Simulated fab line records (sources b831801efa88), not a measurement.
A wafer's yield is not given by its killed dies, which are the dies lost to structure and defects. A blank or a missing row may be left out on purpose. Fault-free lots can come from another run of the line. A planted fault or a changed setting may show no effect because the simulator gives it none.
Matching of chambers + flow gf180mcu + 4 sister chambers for GF_V5_CMP_04 on cmp-01
The step polishes SiO2. 4 wafers are shown with their chamber, then 12 later ones without.

WAFERS PAIRED WITH THEIR CHAMBERS
| wafer  | chamber | motorCurrentA (A) |
|--------|---------|-------------------|
| L090.1 | 0       | 13.3              |
| L091.3 | 2       | 13.3              |
| L093.1 | 3       | 13.1              |
| L093.6 | 1       | 10.2              |

WAFERS WITHOUT THEIR CHAMBER
| wafer  | motorCurrentA (A) |
|--------|-------------------|
| L094.2 | 13.4              |
| L094.3 | 13.5              |
| L094.5 | 12.6              |
| L095.1 | 13.2              |
| L095.3 | 14.0              |
| L095.4 | 13.1              |
| L096.3 | 9.4               |
| L096.4 | 12.8              |
| L096.6 | 12.7              |
| L097.4 | 10.0              |
| L097.5 | 10.0              |
| L097.6 | 13.4              |

THE CHAMBER EACH PASSED THROUGH
| wafer  | from the rows above          | in truth |
|--------|------------------------------|----------|
| L094.2 | can't be placed: 0 or 2 or 3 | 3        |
| L094.3 | can't be placed: 0 or 2 or 3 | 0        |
| L094.5 | can't be placed: 3 or 0 or 2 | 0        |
| L095.1 | can't be placed: 3 or 0 or 2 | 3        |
| L095.3 | can't be placed: 0 or 2 or 3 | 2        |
| L095.4 | can't be placed: 3 or 0 or 2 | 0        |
| L096.3 | 1                            | 1        |
| L096.4 | can't be placed: 3 or 0 or 2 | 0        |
| L096.6 | can't be placed: 3 or 0 or 2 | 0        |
| L097.4 | 1                            | 1        |
| L097.5 | 1                            | 1        |
| L097.6 | can't be placed: 0 or 2 or 3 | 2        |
Placed correctly: 3 of 12. Not placeable from these rows: 9 (in 9, the candidates include the true chamber). Number placed wrongly: 0.
How it was worked out, from the rows above alone: a wafer's distance from a chamber is the root of the sum, over the readings, of the square of ((its reading less the chamber's mean) divided by the reading's scatter). The wafer belongs to the nearest chamber; if the next one is less than 2 further off, it can't be placed. A chamber's mean is the mean of its shown wafers. The scatter: root of mean squared gap, hidden wafer to nearest shown wafer, with one shown wafer a chamber.
